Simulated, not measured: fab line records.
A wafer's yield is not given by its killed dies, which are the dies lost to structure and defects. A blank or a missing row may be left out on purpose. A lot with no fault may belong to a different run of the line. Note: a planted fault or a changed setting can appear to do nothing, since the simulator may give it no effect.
A struck lot beside a sound one | flow sky130 | 44 steps out of a route of 708
Sound: wafers L906.1, L906.3, L906.6. Wafers L925.3, L925.4, L925.6 were the ones struck. The cause is given at the end.
At each step with rows: each side's tool, then ch and its chambers, then its first start. Under that, the readings that differ: sound wafers | struck wafers | difference of the means | sigmas: that difference in standard deviations of wafers without a fault.
alike: words and numbers the same on both sides, and readings whose means are apart by under 2 such deviations; not compared: readings that were withheld, readings missing a value for some wafer, numbers with overlapping values and no deviation given by the record, and bounds like >300 which may hide the same value.
The two part at a step that has a row with sigmas, a row that says differs or no value, or rows on one side only. Numbers that have no deviation but don't overlap get no sigmas and don't part them. A reading missing from all wafers of one side parts the sides only when that side holds two or more wafers.

first, 4 steps without rows for these wafers: SKY_VIA3_SOFTBAKE_08 (time 88.45 s); SKY_VIA3_EXPOSE_09 (exposes mask VIM3, target cd 200 nm); SKY_VIA3_PEB_10; SKY_VIA3_DEVELOP_11 (develop time 60 s).
SKY_VIA3_CD_MEAS_12: target cd 200 nm.
  sound on cd sem-02, day 39 14:43; struck on cd sem-02, day 45 03:16
  alike: cd nm
SKY_VIA3_OVL_MEAS_13:
  sound on overlay-02, day 39 14:50; struck on overlay-01, day 45 03:22
  alike: VIA3_OVL
then, 1 step without rows for these wafers: SKY_VIA3_ETCH_14 (etches BARC in N2/H2, stops on SiO2, time 45.9 s, target depth 60 nm).
SKY_VIA3_ETCH_15: etches SiO2 in C4F8/O2/Ar, stops on TiN, target depth 507 nm, time 78 s.
  sound on rie diel-03 ch 0,1,3, day 39 14:55; struck on rie diel-03 ch 0,1,3, day 45 03:26
  alike: bias w, oes product au
  not compared: rf hours counter h
then, 4 steps without rows for these wafers: SKY_VIA3_STRIP_16 (strips in O2/N2); SKY_VIA3_STRIP_17 (strips in post etch residue remover, time 1200 s); SKY_VIA3_CLEAN_18 (cleans in IPA, time 180 s); SKY_VIA3_CLEAN_19 (cleans in O3/DIW).
SKY_VIA3_SPUTTER_20: material TiN, target thk 20 nm, time 80 s.
  sound on pvd sputter-02, day 39 15:34; struck on pvd sputter-02, day 45 04:05
  reading                                  | sound             | struck         | difference | sigmas
  model.TiN_of_VIA3_SPUTTER_20.thk nm (nm) | 19.58 20.13 20.01 | 31.82 31.86 32 | +11.99     |
  alike: throttle valve pct
then, 1 step without rows for these wafers: SKY_VIA3_CVD_21 (deposits W, target thk 390 nm, time 117.31 s).
SKY_VIA3_RS_MEAS_22: uses a four-point probe to measure.
  sound on film metro-02, day 39 15:46; struck on film metro-04, day 45 04:19
  alike: VIA3_W_RS
SKY_VIA3_THK_MEAS_23: measures by xrf.
  sound on film metro-02, day 39 15:53; struck on film metro-04, day 45 04:25
  alike: VIA3_W_THK
SKY_VIA3_CMP_24: polishes, stops on SiO2, t overpolish 20 s, target thk 0 nm.
  sound on cmp-02 ch 1,2,3, day 39 15:59; struck on cmp-01 ch 2,3, day 45 04:27
  alike: motor current A, slurry filter dp kPa
then, 1 step without rows for these wafers: SKY_METAL4_SPUTTER_00 (material Ti, target thk 15 nm, time 10 s).
SKY_METAL4_SPUTTER_01: material TiN, target thk 20 nm, time 16.7 s.
  sound on pvd sputter-01, day 39 16:16; struck on pvd sputter-04, day 45 04:46
  alike: throttle valve pct
SKY_METAL4_SPUTTER_02: material AlCu, target thk 735 nm, time 39.1 s.
  sound on pvd sputter-01, day 39 16:17; struck on pvd sputter-04, day 45 04:47
  alike: throttle valve pct
then, 3 steps without rows for these wafers: SKY_METAL4_SPUTTER_03 (material Ti, target thk 5 nm, time 3.3 s); SKY_METAL4_SPUTTER_04 (material TiN, target thk 70 nm, time 58.3 s); SKY_CAP2M_CVD_00 (deposits SiO2, target thk 15.5 nm).
SKY_CAP2M_THK_MEAS_01:
  sound on film metro-01, day 39 16:25; struck on film metro-04, day 45 04:56
  alike: CAP2M_CVD_00_THK
SKY_CAP2M_SPUTTER_02: material TiN, target thk 200 nm, time 166.7 s.
  sound on pvd sputter-02, day 39 16:28; struck on pvd sputter-01, day 45 04:59
  alike: susceptor temp C, throttle valve pct
SKY_CAP2M_RS_MEAS_03: uses a four-point probe to measure.
  sound on film metro-03, day 39 16:35; struck on film metro-01, day 45 05:08
  alike: CAP2M_TIN_RS
SKY_CAP2M_THK_MEAS_04: measures by xrf.
  sound on film metro-03, day 39 16:42; struck on film metro-01, day 45 05:14
  alike: CAP2M_TIN_THK
then, 7 steps without rows for these wafers: SKY_CAP2M_DEHYDRATE_05 (time 60 s); SKY_CAP2M_HMDS_06 (prime time 60 s); SKY_CAP2M_COAT_07 (resist thk 1140 nm); SKY_CAP2M_SOFTBAKE_08 (time 60 s); SKY_CAP2M_EXPOSE_09 (exposes mask CAP2M, target cd 1000 nm); SKY_CAP2M_PEB_10; SKY_CAP2M_DEVELOP_11 (develop time 60 s).
SKY_CAP2M_OVL_MEAS_12:
  sound on overlay-02, day 40 17:19; struck on overlay-01, day 46 01:39
  alike: CAP2M_OVL
then, 7 steps without rows for these wafers: SKY_CAP2M_METAL_ETCH_13 (etches TiN in Cl2/BCl3, stops on SiO2, target depth 220 nm, time 62.9 s); SKY_CAP2M_STRIP_14 (strips in O2/N2); SKY_CAP2M_STRIP_15 (strips in post etch residue remover, time 1200 s); SKY_CAP2M_CLEAN_16 (cleans in IPA, time 180 s); SKY_CAP2M_CLEAN_17 (cleans in O3/DIW); SKY_METAL4_DEHYDRATE_05 (time 60 s); SKY_METAL4_HMDS_06 (prime time 60 s).
SKY_METAL4_METAL_ETCH_18: etches the open film in Cl2/BCl3, stops on SiO2, target depth 845 nm, time 183.1 s.
  sound on rie metal-03 ch 0,1, day 41 18:14; struck on rie metal-03 ch 0,1, day 46 21:36
  alike: bias w, drypump motor current A, oes product au, throttle valve pct
  not compared: rf hours counter h, model.etch.depth nm, model.METAL4.feature depth nm
-- the record jumps here: 3 days lie between the struck wafers' starts before and after (it left off in module METAL4 and takes up again in module PAD_OPEN, whose first step shown is number 708 of the route) --
SKY_PAD_OPEN_PROBE_99:
  sound on prober-02, day 45 17:51; struck on prober-02, day 50 03:42
  alike: defect limited yield, killed_at_M0_to_M3, killed_at_M4_up, killed at contacts, killed at front end, killed at other, killed dies, killed open, killed short, sort_bin_3_pad_short, sort_bin_5_function, sort_bin_6_memory, sort n pass, sort yield pct

## WHERE THEY PART
Nowhere in this record.

WHY: what had been put in by the simulator
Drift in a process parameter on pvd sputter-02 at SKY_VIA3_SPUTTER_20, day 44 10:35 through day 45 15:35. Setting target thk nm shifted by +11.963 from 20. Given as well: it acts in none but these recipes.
